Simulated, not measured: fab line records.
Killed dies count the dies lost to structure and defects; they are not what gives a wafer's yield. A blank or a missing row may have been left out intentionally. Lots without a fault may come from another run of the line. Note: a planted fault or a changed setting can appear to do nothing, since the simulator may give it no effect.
The tool behind it: which one? + flow gf180mcu + Sampling: 6 lots, 18 wafers, 4 of 602 route steps

## WHAT THE GAUGES SHOWED, per wafer
GF_V5_THK_MEAS_03.
| lot  | measured     | on            | V5_CVD_02_THK (nm) |
|------|--------------|---------------|--------------------|
| L489 | day 27 09:31 | film metro-02 | 1448 1467 1452     |
| L493 | day 28 14:59 | film metro-02 | 1433 1425 1449     |
| L496 | day 30 01:04 | film metro-03 | 1430 1429 1456     |
| L502 | day 31 16:25 | film metro-02 | 1456 1442 1458     |
| L505 | day 32 04:55 | film metro-01 | 1458 1449 1435     |
| L508 | day 33 00:11 | film metro-03 | 1456 1430 1455     |

## WHAT TOOL EACH LOT RAN ON (gives the tool, then ch and the chambers of the sampled wafers, and finally the start)
| lot  | GF_M4_SPUTTER_03             | GF_V4_CMP_04                  | GF_M5_SOFTBAKE_03                 |
|------|------------------------------|-------------------------------|-----------------------------------|
| L489 | pvd sputter-01, day 23 13:37 | cmp-01 ch 0,3, day 24 13:44   | litho track-02 ch 0, day 26 20:49 |
| L493 | pvd sputter-04, day 24 23:53 | cmp-01 ch 1,2,3, day 25 22:33 | litho track-04 ch 0, day 28 04:23 |
| L496 | pvd sputter-04, day 26 11:00 | cmp-02 ch 1,2,3, day 27 09:47 | litho track-04 ch 0, day 29 13:53 |
| L502 | pvd sputter-01, day 28 09:13 | cmp-02 ch 0,1, day 29 05:29   | litho track-04 ch 0, day 31 06:28 |
| L505 | pvd sputter-01, day 28 22:54 | cmp-02 ch 0,1,3, day 29 19:08 | litho track-04 ch 0, day 31 19:14 |
| L508 | pvd sputter-01, day 29 20:35 | cmp-02 ch 0,1, day 30 16:12   | litho track-01 ch 0, day 32 14:48 |
- GF_M4_SPUTTER_03: material Ti, target thk 10 nm, time 6.7 s.
- GF_V4_CMP_04: polishes SiO2.
- GF_M5_SOFTBAKE_03: time 60 s.

## THE ANSWER, worked out from the rows above alone
Rule: usual is defined by the lots themselves. The widest of any qualifying gaps counts: lots, ordered by their means at a reading, are off when they make up no more than a third of the lots, leave a main group of 4 or more, and stand apart from it by 3 or more times the standard deviation of that group's means. Not used: any main group whose means are identical at the precision the tables above print for the reading. A lot without any number at a reading at which 4 lots or more have one is off too. Any other lot the step has rows for is counted as sound.
None of the lots is off at any reading shown; this tells nothing.

## WHAT WAS PUT IN BY THE SIMULATOR
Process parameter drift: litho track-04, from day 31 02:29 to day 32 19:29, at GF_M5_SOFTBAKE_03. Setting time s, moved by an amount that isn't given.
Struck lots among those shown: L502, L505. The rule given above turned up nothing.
